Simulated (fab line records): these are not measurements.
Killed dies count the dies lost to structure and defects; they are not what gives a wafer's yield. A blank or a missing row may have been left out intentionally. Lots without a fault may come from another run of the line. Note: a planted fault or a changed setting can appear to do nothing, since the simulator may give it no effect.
Shared-tool check + flow sky130 + 39 wafers sampled across 13 lots

== WHAT PROMPTED THE OPENING ==
At SKY_SD_P_TW_MEAS_11 the reading SD_P_TW is flagged on 1 of 13 lots. Fault-free wafers read 2818, with a standard deviation of 18.
Rule: flag the lot when none of its wafers has a number, or when each of its wafers that has one lies beyond 4 standard deviations from that mean. As for the other lots, they are considered sound.

| lot  | measured     | on            | SD_P_TW, wafer by wafer | flag    |
|------|--------------|---------------|-------------------------|---------|
| L440 | day 25 18:01 | film metro-02 | 2831 2829 2835          |         |
| L442 | day 26 13:55 | film metro-01 | 2825 2811 2818          |         |
| L441 | day 26 18:32 | film metro-03 | 2812 2801 2820          |         |
| L447 | day 28 10:44 | film metro-03 | 2785 2808 2806          |         |
| L448 | day 28 12:52 | film metro-01 | 2812 2809 2817          |         |
| L449 | day 28 16:09 | film metro-03 | 2803 2799 2799          |         |
| L450 | day 29 03:48 | film metro-01 | 2822 2816 2811          |         |
| L451 | day 29 15:23 | film metro-02 | 30 30 30                | FLAGGED |
| L452 | day 29 19:31 | film metro-03 | 2816 2812 2799          |         |
| L460 | day 32 02:26 | film metro-01 | 2804 2813 2807          |         |
| L461 | day 32 12:46 | film metro-03 | 2795 2798 2790          |         |
| L462 | day 32 15:31 | film metro-03 | 2810 2801 2795          |         |
| L463 | day 33 05:27 | film metro-02 | 2860 2851 2862          |         |
On average the flagged lots read 30, which is -2788 against the usual, or -99 or more standard deviations.

== TOOL THAT RAN EACH LOT ==
Before the reading, the record contains 2 process steps out of a 708-step route. Every cell lists first the tool, next ch and the chambers used by the sampled wafers, and last the start.
| lot  | flag    | SKY_LDD_HVN_STRIP_09                 | SKY_SD_P_EXPOSE_04                  |
|------|---------|--------------------------------------|-------------------------------------|
| L440 |         | plasma asher-01 ch 0,1, day 20 16:41 | iline stepper-02 ch 0, day 25 03:55 |
| L442 |         | plasma asher-01 ch 0,1, day 21 12:33 | iline stepper-01 ch 0, day 25 23:23 |
| L441 |         | plasma asher-02 ch 0,1, day 21 16:14 | iline stepper-01 ch 0, day 26 03:15 |
| L447 |         | plasma asher-02 ch 0,1, day 23 10:58 | iline stepper-01 ch 0, day 27 20:19 |
| L448 |         | plasma asher-02 ch 0,1, day 23 11:37 | iline stepper-02 ch 0, day 27 22:28 |
| L449 |         | plasma asher-01 ch 0,1, day 23 17:20 | iline stepper-01 ch 0, day 28 02:29 |
| L450 |         | plasma asher-01 ch 0,1, day 24 05:50 | iline stepper-01 ch 0, day 28 13:06 |
| L451 | FLAGGED | plasma asher-01 ch 0,1, day 24 16:44 | iline stepper-01 ch 0, day 29 01:35 |
| L452 |         | plasma asher-03 ch 0,1, day 24 20:54 | iline stepper-01 ch 0, day 29 05:37 |
| L460 |         | plasma asher-01 ch 0,1, day 27 09:07 | iline stepper-01 ch 0, day 31 12:58 |
| L461 |         | plasma asher-03 ch 0,1, day 27 19:50 | iline stepper-01 ch 0, day 31 23:37 |
| L462 |         | plasma asher-01 ch 0,1, day 27 21:56 | iline stepper-02 ch 0, day 32 01:49 |
| L463 |         | plasma asher-03 ch 0,1, day 28 12:01 | iline stepper-01 ch 0, day 32 15:33 |
What these steps do:
- SKY_LDD_HVN_STRIP_09: strips in O2/N2.
- SKY_SD_P_EXPOSE_04: exposes mask PSDM, target cd 380 nm.
- SKY_SD_P_TW_MEAS_11

== FLAGGED OVER TOTAL, TOOL BY TOOL (the gauges that took the reading come last) ==
| step                 | tool             | lots run | flagged | share of the flagged lots | sound lots run after its first flagged lot |
|----------------------|------------------|----------|---------|---------------------------|--------------------------------------------|
| SKY_LDD_HVN_STRIP_09 | plasma asher-01  | 7        | 1       | all                       | 2 (L460,L462)                              |
| SKY_LDD_HVN_STRIP_09 | plasma asher-02  | 3        | 0       | none                      | -                                          |
| SKY_LDD_HVN_STRIP_09 | plasma asher-03  | 3        | 0       | none                      | -                                          |
| SKY_SD_P_EXPOSE_04   | iline stepper-01 | 10       | 1       | all                       | 4 (L452,L460,L461,L463)                    |
| SKY_SD_P_EXPOSE_04   | iline stepper-02 | 3        | 0       | none                      | -                                          |
| SKY_SD_P_TW_MEAS_11  | film metro-01    | 4        | 0       | none                      | -                                          |
| SKY_SD_P_TW_MEAS_11  | film metro-02    | 3        | 1       | all                       | 1 (L463)                                   |
| SKY_SD_P_TW_MEAS_11  | film metro-03    | 6        | 0       | none                      | -                                          |

== WHAT IS ALLOWED BY THE TABLE ==
Rows of the table that ran every flagged lot, 3 in all: plasma asher-01 at SKY_LDD_HVN_STRIP_09, iline stepper-01 at SKY_SD_P_EXPOSE_04, film metro-02 at SKY_SD_P_TW_MEAS_11.
- plasma asher-01 at SKY_LDD_HVN_STRIP_09 ran 7 lots, 1 of them flagged. Sound lots followed the first flagged one (L460, L462) on it, something a lasting fault affecting the whole tool could not allow.
- iline stepper-01 at SKY_SD_P_EXPOSE_04 ran 10 lots, 1 of them flagged. Sound lots followed the first flagged one (L452, L460, L461, L463) on it, something a lasting fault affecting the whole tool could not allow.
- film metro-02 at SKY_SD_P_TW_MEAS_11 ran 3 lots, 1 of them flagged. Sound lots followed the first flagged one (L463) on it, something a lasting fault affecting the whole tool could not allow.
Every row of the table either missed a flagged lot or ran a sound lot after the first.

== WHAT WAS PUT IN BY THE SIMULATOR ==
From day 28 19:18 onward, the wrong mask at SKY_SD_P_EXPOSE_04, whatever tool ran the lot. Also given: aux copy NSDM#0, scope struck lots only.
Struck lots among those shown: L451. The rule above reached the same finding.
